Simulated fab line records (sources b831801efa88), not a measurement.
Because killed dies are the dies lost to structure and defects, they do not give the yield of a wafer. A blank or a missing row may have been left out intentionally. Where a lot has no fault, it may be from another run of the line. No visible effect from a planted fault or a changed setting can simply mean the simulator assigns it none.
Chamber matching + flow gf180mcu + GF_PASSIVATION_ETCH_11 on rie diel-01 has 3 sister chambers
The step etches the open film in CF4/O2, stops on TiN, target depth 2040 nm, time 453.3 s. 14 wafers are shown with their chamber, then 5 later ones without.

## WAFERS PAIRED WITH THEIR CHAMBERS
| wafer  | chamber | drypump motor current A (A) | oes product au (a.u.) | throttle valve pct (%) |
|--------|---------|-----------------------------|-----------------------|------------------------|
| L345.3 | 3       | 5.8                         | 0.994                 | 5.964                  |
| L345.4 | 2       | 6.0                         | 0.992                 | 5.958                  |
| L345.5 | 3       | 5.8                         | 1.004                 | 5.972                  |
| L347.2 | 1       | 5.6                         | 0.982                 | 5.962                  |
| L347.5 | 3       | 5.8                         | 0.992                 | 5.953                  |
| L347.6 | 1       | 5.6                         | 0.986                 | 5.977                  |
| L349.3 | 3       | 5.8                         | 0.994                 | 5.978                  |
| L349.5 | 1       | 5.6                         | 0.990                 | 5.965                  |
| L349.6 | 2       | 6.0                         | 0.980                 | 5.973                  |
| L353.3 | 1       | 5.6                         | 0.987                 | 5.963                  |
| L353.4 | 2       | 6.0                         | 0.984                 | 5.967                  |
| L353.6 | 1       | 5.6                         | 0.988                 | 5.974                  |
| L356.1 | 2       | 6.0                         | 0.980                 | 5.963                  |
| L356.2 | 1       | 5.7                         | 0.985                 | 5.975                  |

SIGNATURES, as means of the wafers listed above
| reading                 | chamber 1 | chamber 2 | chamber 3 | scatter within a chamber |
|-------------------------|-----------|-----------|-----------|--------------------------|
| drypump motor current A | 5.617     | 6.000     | 5.800     | 0.0275                   |
| oes product au          | 0.98633   | 0.98400   | 0.99600   | 0.00449                  |
| throttle valve pct      | 5.96933   | 5.96525   | 5.96675   | 0.00796                  |
Rule: for a wafer and a chamber, the distance is found by dividing, reading by reading, the gap between the wafer's reading and the chamber's mean by the reading's scatter, squaring, summing and taking the root. The wafer belongs to the nearest chamber; if the next one is less than 2 further off, it can't be placed. The scatter: take each reading less its chamber's mean, square it, sum over the shown wafers, divide by the number of wafers less the number of chambers, and take the root.

## WAFERS MISSING THEIR CHAMBER
| wafer  | drypump motor current A (A) | oes product au (a.u.) | throttle valve pct (%) |
|--------|-----------------------------|-----------------------|------------------------|
| L360.4 | 5.8                         | 0.993                 | 5.969                  |
| L360.5 | 6.0                         | 0.980                 | 5.962                  |
| L360.6 | 5.6                         | 0.989                 | 5.969                  |
| L366.4 | 5.8                         | 1.000                 | 5.972                  |
| L366.5 | 5.8                         | 0.994                 | 5.979                  |

## WHICH CHAMBER EACH ONE RAN IN
| wafer  | from the rows above | in truth |
|--------|---------------------|----------|
| L360.4 | 3                   | 3        |
| L360.5 | 2                   | 2        |
| L360.6 | 1                   | 1        |
| L366.4 | 3                   | 3        |
| L366.5 | 3                   | 3        |
Placed correctly: 5 of 5. Left unplaced by these rows: 0. Placed wrongly: 0.
